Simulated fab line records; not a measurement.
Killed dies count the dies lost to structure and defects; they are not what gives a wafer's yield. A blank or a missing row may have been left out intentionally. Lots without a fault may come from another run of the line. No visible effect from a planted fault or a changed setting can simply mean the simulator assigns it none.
Which tool was responsible? | flow gf180mcu | 6 lots, 18 wafers sampled, at 3 steps of a route of 602

## WHAT THE GAUGES READ, wafer by wafer
GF_MVPSD_TW_MEAS_11.
lot  | measured     | on            | MVPSD_TW
L812 | day 5 21:22  | film metro-02 | 562 561 562
L815 | day 6 22:45  | film metro-03 | 556 562 560
L818 | day 7 17:17  | film metro-03 | 557 560 560
L820 | day 7 23:32  | film metro-02 | 532 530 530
L824 | day 9 02:23  | film metro-02 | 561 563 563
L830 | day 10 11:12 | film metro-01 | 555 557 553

## WHAT TOOL EACH LOT RAN ON (gives the tool, then ch and the chambers of the sampled wafers, and finally the start)
lot  | GF_MVSD_STRIP_10                    | GF_MVPSD_STRIP_10
L812 | plasma asher-03 ch 0,1, day 5 07:22 | plasma asher-04 ch 0,1, day 5 21:16
L815 | plasma asher-01 ch 0,1, day 6 07:19 | plasma asher-02 ch 0,1, day 6 22:40
L818 | plasma asher-02 ch 0,1, day 7 01:14 | plasma asher-02 ch 0,1, day 7 17:11
L820 | plasma asher-01 ch 0,1, day 7 07:20 | plasma asher-01 ch 0,1, day 7 23:26
L824 | plasma asher-02 ch 0,1, day 8 09:06 | plasma asher-02 ch 0,1, day 9 02:17
L830 | plasma asher-02 ch 0,1, day 9 17:33 | plasma asher-04 ch 0,1, day 10 11:05
- GF_MVSD_STRIP_10: strips in O2/N2.
- GF_MVPSD_STRIP_10: strips in O2/N2.

## THE ANSWER, worked out from the rows above alone
Rule: what is usual is taken from the lots themselves. The widest of any qualifying gaps counts: lots, ordered by their means at a reading, are off when they make up no more than a third of the lots, leave a main group of 4 or more, and stand apart from it by 3 or more times the standard deviation of that group's means. The tables above print the reading to a certain number of digits; a main group whose means all agree to those digits is not used. Also off: a lot with no number at a reading for which 4 or more lots have one. The other lots that the step has rows for count as sound.
Off: L820, seen at GF_MVPSD_TW_MEAS_11 (MVPSD_TW). The main group has a mean of 559 with a standard deviation of 2.6.
A tool fits if, at a process step before that reading, it ran every lot that is off, and no sound lot after the first of them. Gauges at GF_MVPSD_TW_MEAS_11: tried the same way as those tools. One candidate fits, namely plasma asher-01 at GF_MVSD_STRIP_10 and GF_MVPSD_STRIP_10. At GF_MVSD_STRIP_10 its last sound lot is L815 (day 6 07:19), its first lot that is off L820 (day 7 07:20): a fault that began between those two fits.

## WHAT THE SIMULATOR HAD PUT IN
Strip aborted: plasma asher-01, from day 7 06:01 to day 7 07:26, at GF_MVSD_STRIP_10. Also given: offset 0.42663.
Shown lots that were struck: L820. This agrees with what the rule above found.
